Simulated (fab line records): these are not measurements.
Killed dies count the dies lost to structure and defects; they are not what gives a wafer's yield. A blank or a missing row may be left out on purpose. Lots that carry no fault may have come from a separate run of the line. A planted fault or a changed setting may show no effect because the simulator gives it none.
Struck lot and sound lot, side by side / flow sfq_line / 42 steps out of a route of 325
Sound: wafers L726.2, L726.3, L726.4. Struck: wafer L717.3. (L717.5, L717.6 of the same lot were not struck and are left out.) The cause comes at the end.
Per side, at each step with rows, come the tool, then ch with its chambers, and then its first start. Under that, the readings that differ: sound wafers / struck wafers / difference of the means / sigmas: that difference in standard deviations of wafers without a fault.
alike: same words and numbers on both sides, and readings whose means sit less than 2 such deviations apart. not compared: any withheld reading, any reading some wafer has no value for, any bound like >300 that may hide the same value, and any number with overlapping values for which the record gives no deviation.
A row with sigmas, a row that says differs or no value, or rows on one side alone: a step with any of these is where the two part. Non-overlapping numbers with no deviation appear without sigmas and do not part them. A reading that every wafer of one side lacks parts them only if that side has two wafers or more.

first, 6 steps without rows for these wafers: SFQ_TRILAYER_M4_LITHO_COAT_098 (resist thk 62 nm); SFQ_TRILAYER_M4_LITHO_COAT_093 (resist thk 600 nm); SFQ_TRILAYER_M4_LITHO_SOFTBAKE_097; SFQ_TRILAYER_M4_LITHO_EXPOSE_094 (exposes mask M4, target cd 500 nm); SFQ_TRILAYER_M4_LITHO_PEB_096 (peb time 60 s); SFQ_TRILAYER_M4_LITHO_DEVELOP_095 (time 60 s).
SFQ_M4_OVL_MEAS_926:
  sound on overlay-01, day 54 07:44; struck on overlay-02, day 51 15:10
  alike: M4_OVL
then, 1 step without rows for these wafers: SFQ_TRILAYER_M4_BARC_OPEN_METAL_ETCH_123 (etches BARC in O2, target depth 125 nm, time 41.7 s).
SFQ_TRILAYER_M4_ETCH_METAL_ETCH_096: etches Nb in Cl2/Ar, stops on SiO2, target depth 240 nm, time 120 s.
  sound on rie_metal-03 ch 0,1, day 54 07:50; struck on rie_metal-01 ch 0, day 51 15:17
reading=oes_product_au (a.u.); sound=0.881 0.886 0.883; struck=0.906; difference=+0.023; sigmas=+3
  alike: drypump_motor_current_A
  not compared: rf_hours_counter_h
then, 3 steps without rows for these wafers: SFQ_TRILAYER_M4_STRIP_STRIP_097 (strips in O2); SFQ_TRILAYER_M4_STRIP_SOLV_CLEAN_098 (cleans in NMP, time 600 s); SFQ_TRILAYER_I4_DEP_PECVD_099 (deposits SiO2 from SiH4/N2O, time 111.11 s, target thk 500 nm).
SFQ_TRILAYER_I4_CMP_CMP_100: polishes SiO2.
  sound on cmp-01 ch 0,2,3, day 54 09:11; struck on cmp-02 ch 2, day 51 17:41
reading=model.SiO2_of_TRILAYER_I4_DEP_PECVD_099.thk_nm (nm); sound=201.3 201.4 202.6; struck=219.9; difference=+18.1; sigmas=
  alike: motor_current_A, platen_rpm, time_to_endpoint_s
SFQ_I4_BOW_MEAS_927:
  sound on film_metro-03, day 54 12:12; struck on film_metro-04, day 51 21:27
  not compared: I4_BOW
SFQ_TRILAYER_I4_METRO_MEASURE_101:
  sound on film_metro-03, day 54 12:30; struck on film_metro-04, day 52 00:58
reading=thk_nm (nm); sound=201.5 201.2 202.7; struck=220.0; difference=+18.2; sigmas=+19
then, 6 steps without rows for these wafers: SFQ_TRILAYER_I4_VIA_LITHO_COAT_108 (resist thk 62 nm); SFQ_TRILAYER_I4_VIA_LITHO_COAT_103 (resist thk 650 nm); SFQ_TRILAYER_I4_VIA_LITHO_SOFTBAKE_107; SFQ_TRILAYER_I4_VIA_LITHO_EXPOSE_104 (exposes mask I4, target cd 700 nm); SFQ_TRILAYER_I4_VIA_LITHO_PEB_106 (peb time 60 s); SFQ_TRILAYER_I4_VIA_LITHO_DEVELOP_105 (time 60 s).
-- the record jumps here: 5 days lie between the struck wafers' starts before and after --
SFQ_I4_OVL_MEAS_928:
  sound on overlay-01, day 59 22:17; struck on overlay-02, day 57 00:34
  alike: I4_OVL
then, 1 step without rows for these wafers: SFQ_TRILAYER_I4_VIA_BARC_OPEN_VIA_ETCH_146 (etches BARC in O2, target depth 125 nm, time 41.7 s).
SFQ_TRILAYER_I4_VIA_ETCH_VIA_ETCH_106: etches SiO2 in CHF3, stops on Nb, target depth 260 nm.
  sound on rie_diel-02 ch 0,1,3, day 59 22:21; struck on rie_diel-04 ch 0, day 57 00:38
reading=oes_product_au (a.u.); sound=0.856 0.860 0.861; struck=0.892; difference=+0.033; sigmas=+6
reading=model.etch.depth_nm (nm); sound=201.3 201.4 202.6; struck=219.9; difference=+18.1; sigmas=
reading=model.I4.feature_depth_nm (nm); sound=201.3 201.4 202.6; struck=219.9; difference=+18.1; sigmas=
  alike: drypump_motor_current_A
SFQ_TRILAYER_I4_VIA_STRIP_STRIP_107: strips in O2.
  sound on rie_metal-01 ch 0,1, day 59 22:28; struck on rie_metal-01 ch 1, day 57 01:08
  alike: drypump_motor_current_A, oes_product_au
  not compared: rf_hours_counter_h
then, 2 steps without rows for these wafers: SFQ_TRILAYER_I4_VIA_STRIP_SOLV_CLEAN_108 (cleans in NMP, time 600 s); SFQ_TRILAYER_JJ_TRILAYER_DEP_PRE_CLEAN_113 (time 22.5 s).
SFQ_TRILAYER_JJ_TRILAYER_DEP_SPUTTER_109: material Nb, target thk 150 nm, time 100 s.
  sound on pvd_sputter-05, day 59 23:17; struck on pvd_sputter-03, day 57 02:08
  alike: throttle_valve_pct
then, 3 steps without rows for these wafers: SFQ_TRILAYER_JJ_TRILAYER_DEP_SPUTTER_110 (material Al, target thk 8 nm, time 10 s); SFQ_TRILAYER_JJ_TRILAYER_DEP_AL_OXIDATION_111 (oxidation time 600 s); SFQ_TRILAYER_JJ_TRILAYER_DEP_SPUTTER_112 (material Nb, target thk 170 nm, time 113.3 s).
SFQ_JJ_RS_MEAS_929: measurement is done with a four-point probe.
  sound on film_metro-01, day 60 00:38; struck on film_metro-01, day 57 03:22
  alike: JJ_NB_RS
then, 6 steps without rows for these wafers: SFQ_TRILAYER_JJ_CE_LITHO_COAT_119 (resist thk 62 nm); SFQ_TRILAYER_JJ_CE_LITHO_COAT_114 (resist thk 600 nm); SFQ_TRILAYER_JJ_CE_LITHO_SOFTBAKE_118; SFQ_TRILAYER_JJ_CE_LITHO_EXPOSE_115 (exposes mask J5, target cd 700 nm); SFQ_TRILAYER_JJ_CE_LITHO_PEB_117 (peb time 60 s); SFQ_TRILAYER_JJ_CE_LITHO_DEVELOP_116 (time 60 s).
-- the record jumps here: 5 days lie between the struck wafers' starts before and after --
SFQ_JJ_OVL_MEAS_931:
  sound on overlay-01, day 64 16:31; struck on overlay-01, day 62 11:29
  alike: J5_OVL
SFQ_TRILAYER_JJ_CE_METRO_MEASURE_117:
  sound on cd_sem-01, day 64 16:44; struck on cd_sem-01, day 62 11:55
  alike: cd_nm
SFQ_TRILAYER_JJ_CE_BARC_OPEN_RIE_150: chemistry O2, target BARC, target depth 240 nm, time 80 s.
  sound on rie_metal-02 ch 0,1, day 64 17:44; struck on rie_metal-03 ch 1, day 62 12:44
reading=oes_product_au (a.u.); sound=0.539 0.529 0.534; struck=0.549; difference=+0.015; sigmas=+3
  alike: drypump_motor_current_A
  not compared: rf_hours_counter_h
SFQ_TRILAYER_M5_ETCH_METAL_ETCH_126: etches Nb in Cl2/BCl3, stops on SiO2, time 203.2 s, target depth 265 nm.
  sound on rie_metal-04 ch 0,1, day 69 06:18; struck on rie_metal-03 ch 1, day 62 19:04
reading=oes_product_au (a.u.); sound=0.736 0.723 0.721; struck=0.742; difference=+0.015; sigmas=+2
reading=model.SiO2_of_TRILAYER_I4_DEP_PECVD_099.thk_nm (nm); sound=181.2 181.3 183.2; struck=200; difference=+18; sigmas=
  alike: drypump_motor_current_A
  not compared: rf_hours_counter_h

## WHERE THEY PART
At SFQ_TRILAYER_M4_ETCH_METAL_ETCH_096 first; at SFQ_TRILAYER_M5_ETCH_METAL_ETCH_126 last (within this record only).

WHY: what had been put in by the simulator
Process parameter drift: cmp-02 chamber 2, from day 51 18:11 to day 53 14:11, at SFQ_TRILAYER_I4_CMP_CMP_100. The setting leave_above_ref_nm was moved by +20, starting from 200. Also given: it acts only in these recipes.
